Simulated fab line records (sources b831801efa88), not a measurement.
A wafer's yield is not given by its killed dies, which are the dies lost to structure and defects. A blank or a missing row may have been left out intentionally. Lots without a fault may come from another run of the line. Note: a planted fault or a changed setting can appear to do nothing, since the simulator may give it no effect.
A lot that was struck, set against a sound lot / flow sky130 / 40 steps out of a route of 708
Sound: these wafers, L680.1, L680.4, L680.6. Struck: wafers L690.1, L690.3, L690.4. Last of all comes the cause.
Each step with rows lists, per side, the tool, then ch with its chambers, then its first start. Under that, the readings that differ: sound wafers / struck wafers / difference of the means / sigmas: that difference in standard deviations of wafers without a fault.
alike: readings with means less than 2 such deviations apart, plus words and numbers identical on both sides. not compared: withheld readings, readings lacking a value on some wafer, bounds such as >300 that could conceal the same value, and numbers that have no deviation in the record and whose values overlap.
The two part at a step that has a row with sigmas, a row that says differs or no value, or rows on one side only. When numbers do not overlap yet have no deviation, they are printed without sigmas and do not part them. A reading that every wafer of one side lacks parts them only if that side has two wafers or more.

first, 7 steps without rows for these wafers: SKY_METAL5_HMDS_08 (prime time 60 s); SKY_METAL5_COAT_09 (resist thk 1800 nm); SKY_METAL5_SOFTBAKE_10 (time 60 s); SKY_METAL5_EXPOSE_11 (exposes mask MM5, target cd 1600 nm); SKY_METAL5_PEB_12; SKY_METAL5_DEVELOP_13 (develop time 60 s); SKY_METAL5_DESCUM_14 (chemistry O2, time 11 s).
SKY_METAL5_METAL_ETCH_15: etches the open film in Cl2/BCl3, stops on SiO2, target depth 1260 nm, time 252 s.
  sound on rie_metal-01 ch 0,1, day 45 09:26; struck on rie_metal-04 ch 0,1, day 47 16:58
  alike: drypump_motor_current_A, oes_product_au, throttle_valve_pct
  not compared: rf_hours_counter_h
SKY_METAL5_STRIP_16: strips in O2/N2.
  sound on plasma_asher-03 ch 0,1, day 45 09:40; struck on plasma_asher-01 ch 0,1, day 47 17:11
  alike: drypump_motor_current_A, oes_product_au, strip_time_to_endpoint_s
  not compared: rf_hours_counter_h
then, 3 steps without rows for these wafers: SKY_METAL5_STRIP_17 (strips in post etch residue remover, time 1200 s); SKY_METAL5_CLEAN_18 (cleans in IPA, time 180 s); SKY_METAL5_CLEAN_19 (cleans in O3/DIW).
SKY_PASSIVATION_CVD_00: deposits SiO2, target thk 90 nm.
  sound on pecvd-03 ch 0,1,2, day 45 10:16; struck on pecvd-03 ch 0,1, day 47 17:49
  alike: heater_power_w, susceptor_temp_C
SKY_PASSIVATION_THK_MEAS_01:
  sound on film_metro-01, day 45 10:17; struck on film_metro-03, day 47 17:50
  alike: PASSIVATION_CVD_00_THK
SKY_PASSIVATION_CVD_02: deposits Si3N4, target thk 540 nm.
  sound on pecvd-04 ch 0,1,2, day 45 10:21; struck on pecvd-01 ch 0,1,2, day 47 17:54
  alike: heater_power_w, susceptor_temp_C
SKY_PASSIVATION_THK_MEAS_03:
  sound on film_metro-03, day 45 10:34; struck on film_metro-01, day 47 18:08
  alike: PASSIVATION_CVD_02_THK
then, 7 steps without rows for these wafers: SKY_PASSIVATION_DEHYDRATE_04 (time 60 s); SKY_PASSIVATION_HMDS_05 (prime time 60 s); SKY_PASSIVATION_COAT_06 (resist thk 3000 nm); SKY_PASSIVATION_SOFTBAKE_07; SKY_PASSIVATION_EXPOSE_08 (exposes mask NSM, target cd 3000 nm); SKY_PASSIVATION_PEB_09; SKY_PASSIVATION_DEVELOP_10 (develop time 60 s).
SKY_PASSIVATION_ETCH_11: etches the open film in CF4/O2, stops on AlCu, target depth 725 nm, time 161.1 s.
  sound on rie_diel-04 ch 0,1,2, day 46 07:56; struck on rie_diel-02 ch 1,2,3, day 48 13:21
  alike: drypump_motor_current_A, oes_product_au, throttle_valve_pct
  not compared: rf_hours_counter_h
SKY_PASSIVATION_STRIP_12: strips in O2/N2.
  sound on plasma_asher-04 ch 0,1, day 46 08:02; struck on plasma_asher-04 ch 0,1, day 48 13:28
reading=oes_product_au (a.u.); sound=0.672 0.664 0.663; struck=0.653 0.661 0.659; difference=-0.009; sigmas=-2
  alike: drypump_motor_current_A, strip_time_to_endpoint_s
  not compared: rf_hours_counter_h
then, 13 steps without rows for these wafers: SKY_PAD_OPEN_DEHYDRATE_00 (time 60 s); SKY_PAD_OPEN_HMDS_01 (prime time 60 s); SKY_PAD_OPEN_COAT_02 (resist thk 3000 nm); SKY_PAD_OPEN_SOFTBAKE_03; SKY_PAD_OPEN_EXPOSE_04 (exposes mask PDM, target cd 60000 nm); SKY_PAD_OPEN_PEB_05; SKY_PAD_OPEN_DEVELOP_06 (develop time 60 s); SKY_PAD_OPEN_ETCH_07 (etches the open film in CF4/O2, stops on AlCu, target depth 725 nm, time 161.1 s); SKY_PAD_OPEN_STRIP_08 (strips in O2/N2); SKY_PAD_OPEN_STRIP_09 (strips in post etch residue remover, time 1200 s); SKY_PAD_OPEN_CLEAN_10 (cleans in IPA, time 180 s); SKY_PAD_OPEN_CLEAN_11 (cleans in O3/DIW); SKY_PAD_OPEN_ANNEAL_12.
SKY_PAD_OPEN_BOW_MEAS_13:
  sound on film_metro-03, day 47 06:19; struck on film_metro-01, day 49 12:35
  alike: PAD_OPEN_BOW
SKY_PAD_OPEN_PROBE_99:
  sound on prober-01, day 47 06:26; struck on prober-02, day 49 12:43
reading=defect_limited_yield (%); sound=82.9 84.8 79.1; struck=75.0 73.2 74.4; difference=-8.1; sigmas=-4
reading=killed_at_M0_to_M3; sound=51 44 59; struck=30 39 33; difference=-17; sigmas=-2
reading=killed_at_other; sound=0 0 0; struck=50 48 43; difference=+47; sigmas=+87
reading=killed_dies; sound=84 75 103; struck=123 132 126; difference=+40; sigmas=+4
reading=sort_bin_3_pad_short (%); sound=0.8 0.2 0.6; struck=2.6 2.2 2.4; difference=+1.9; sigmas=+5
reading=sort_bin_5_function (%); sound=11.0 9.6 12.8; struck=15.9 16.5 16.9; difference=+5.3; sigmas=+4
reading=sort_n_pass; sound=408 417 389; struck=369 360 366; difference=-40; sigmas=-4
reading=sort_yield_pct (%); sound=82.9 84.8 79.1; struck=75.0 73.2 74.4; difference=-8.1; sigmas=-4
reading=model.etest.tester.sort_n_pass; sound=408 417 389; struck=369 360 366; difference=-40; sigmas=
reading=model.etest.tester.sort_yield_pct (%); sound=82.93 84.76 79.06; struck=75 73.17 74.39; difference=-8; sigmas=
reading=model.etest.tester.sort_bin_5_pct (%); sound=10.98 9.553 12.8; struck=15.85 16.46 16.87; difference=+5.28; sigmas=
reading=model.etest.tester.sort_bin_3_pct (%); sound=0.813 0.2033 0.6098; struck=2.642 2.236 2.439; difference=+1.897; sigmas=
  alike: killed_at_M4_up, killed_at_contacts, killed_at_front_end, killed_open, killed_short, sort_bin_6_memory

## WHERE THEY PART
Earliest at SKY_PASSIVATION_STRIP_12; latest, in this record, at SKY_PAD_OPEN_PROBE_99.

WHY: the cause the simulator had injected
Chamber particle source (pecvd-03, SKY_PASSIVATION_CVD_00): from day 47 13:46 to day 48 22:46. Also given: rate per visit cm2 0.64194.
